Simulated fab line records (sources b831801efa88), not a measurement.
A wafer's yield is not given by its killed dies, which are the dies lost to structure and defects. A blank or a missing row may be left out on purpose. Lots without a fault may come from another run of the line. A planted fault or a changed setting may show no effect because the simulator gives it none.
2 desks looking at one fault -- flow gf180mcu -- each desk has only its own numbers; what lay behind them comes last

== AT THE METROLOGY DESK ==
Means of the sampled wafers that have a number, per lot and without regard to the tool the lot ran on: this is what the gauges read. Any lot whose mean is over 4 standard deviations away from the usual mean is out of limits and marked OUT; that distance is given in the brackets.
Columns: A = STI_CVD_03_THK at GF_STI_THK_MEAS_04, usual 208.0 nm; B = cd nm at GF_HV_LDD_CD_MEAS_46, usual 399.8 nm; C = CONTACT_OVL at GF_CONTACT_OVL_MEAS_15, usual 2 nm; D = cd nm at GF_M1_CD_MEAS_14, usual 229.9 nm
lot,first seen here,A,B,C,D
L653,day 1 14:34,208.2,397.8,-3,229.2
L654,day 1 18:46,209.0,399.2,-1,229.9
L655,day 2 00:31,210.3,396.3,-4,229.3
L656,day 2 05:41,206.7,399.9,1,228.2
L660,day 3 01:13,209.5,398.4,10,232.7
L661,day 3 05:34,208.3,403.5,3,230.6
L662,day 3 11:30,205.8,398.4,-6,229.3
L663,day 3 15:34,205.2,400.5,-2,230.1
L665,day 4 01:34,210.5,399.6,-2,232.2
L666,day 4 07:19,207.7,400.8,-3,230.9
L667,day 4 11:34,308.7 (+50) OUT,-,-,-
L669,day 4 22:07,206.8,401.0,-6,230.0
L670,day 5 02:34,307.2 (+50) OUT,-,-,-
L673,day 5 18:33,204.7,399.4,4,226.7
This desk's finding: out of limits on L667, L670; first on L667, day 4 11:34 (STI_CVD_03_THK at GF_STI_THK_MEAS_04). In limits: L653, L654, L655, L656, L660, L661, L662, L663, L665, L666, L669, L673.

== FOR THE TOOL OWNER'S DESK: lpcvd-01 ==
The tool's own readings at GF_STI_CVD_03 (deposits Si3N4 from DCS/NH3, target thk 207.16 nm, time 3551 s): means of the sampled wafers that have a number, for each lot that ran on this tool. Any lot whose mean is over 4 standard deviations away from the usual mean is out of limits and marked OUT; that distance is given in the brackets.
Columns: A = spike tc bottom C at GF_STI_CVD_03, usual 792.4 C; B = spike tc top C at GF_STI_CVD_03, usual 784 C; C = spike tc upper C at GF_STI_CVD_03, usual 770.6 C
lot,first seen here,A,B,C
L656,day 2 03:41,793.9,790,769.1
L660,day 2 23:14,790.0,787,771.7
L665,day 3 23:34,789.9,786,771.7
L667,day 4 09:34,790.2,786,770.9
L670,day 5 00:34,794.0,790,769.3
Finding of this desk: none of the 5 lots has anything out of limits.

== ALL TOGETHER ==
Metrology desk: alarm possible at day 4 11:34 on L667, L670.
Nothing out of limits was seen by the tool owner's desk.
On record at the tool owner's desk: L667, L670, within its limits.
All the named lots went through GF_STI_CVD_03 on lpcvd-01.

== WHAT THE SIMULATOR PUT IN ==
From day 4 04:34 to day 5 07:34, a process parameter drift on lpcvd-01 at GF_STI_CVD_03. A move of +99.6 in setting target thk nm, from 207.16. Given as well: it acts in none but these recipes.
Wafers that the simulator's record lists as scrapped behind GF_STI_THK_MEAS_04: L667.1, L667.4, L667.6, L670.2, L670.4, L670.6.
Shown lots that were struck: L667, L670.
Time in hours between the start of the fault and the first out-of-limits reading at each desk: metrology desk, 7.
